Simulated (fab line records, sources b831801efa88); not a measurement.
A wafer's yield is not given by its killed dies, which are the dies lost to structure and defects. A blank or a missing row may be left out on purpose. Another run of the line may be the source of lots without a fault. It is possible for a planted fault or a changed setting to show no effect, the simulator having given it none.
Matching of chambers :: flow gf180mcu :: cmp-01 running GF_V5_CMP_26: 4 sister chambers
The step polishes, stops on SiO2, t overpolish 15 s, target thk 0 nm. 4 wafers are shown with their chamber, then 7 later ones without.

WAFERS, EACH WITH ITS CHAMBER
wafer: L852.1
chamber: 3
motor_current_A (A): 10.8

wafer: L852.5
chamber: 2
motor_current_A (A): 10.5

wafer: L856.3
chamber: 1
motor_current_A (A): 11.7

wafer: L856.4
chamber: 0
motor_current_A (A): 10.4

WAFERS WITHOUT THEIR CHAMBER
wafer: L856.6
motor_current_A (A): 11.7

wafer: L859.2
motor_current_A (A): 10.9

wafer: L859.3
motor_current_A (A): 11.0

wafer: L859.4
motor_current_A (A): 10.9

wafer: L862.1
motor_current_A (A): 12.9

wafer: L862.2
motor_current_A (A): 11.0

wafer: L862.6
motor_current_A (A): 11.8

WHICH CHAMBER EACH WENT THROUGH
wafer: L856.6
from the rows above: can't be placed: 1 or 3
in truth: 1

wafer: L859.2
from the rows above: can't be placed: 3 or 2 or 0 or 1
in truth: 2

wafer: L859.3
from the rows above: can't be placed: 3 or 2 or 0 or 1
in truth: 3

wafer: L859.4
from the rows above: can't be placed: 3 or 2 or 0 or 1
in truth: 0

wafer: L862.1
from the rows above: can't be placed: 1 or 3
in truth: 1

wafer: L862.2
from the rows above: can't be placed: 3 or 2 or 0 or 1
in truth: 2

wafer: L862.6
from the rows above: can't be placed: 1 or 3
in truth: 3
Correct placement for 0 of the 7. Unplaceable from these rows: 7, with the true chamber sitting among the candidates in 7. 0 placed wrongly.
How it was worked out, from the rows above alone: a wafer's distance from a chamber is the root of the sum, over the readings, of the square of ((its reading less the chamber's mean) divided by the reading's scatter). If the next closest chamber is less than 2 further off than the closest, the wafer can't be placed; otherwise it belongs to the closest. The mean given for a chamber averages the wafers shown for that chamber. The scatter: root of mean squared gap, hidden wafer to nearest shown wafer, with one shown wafer a chamber.
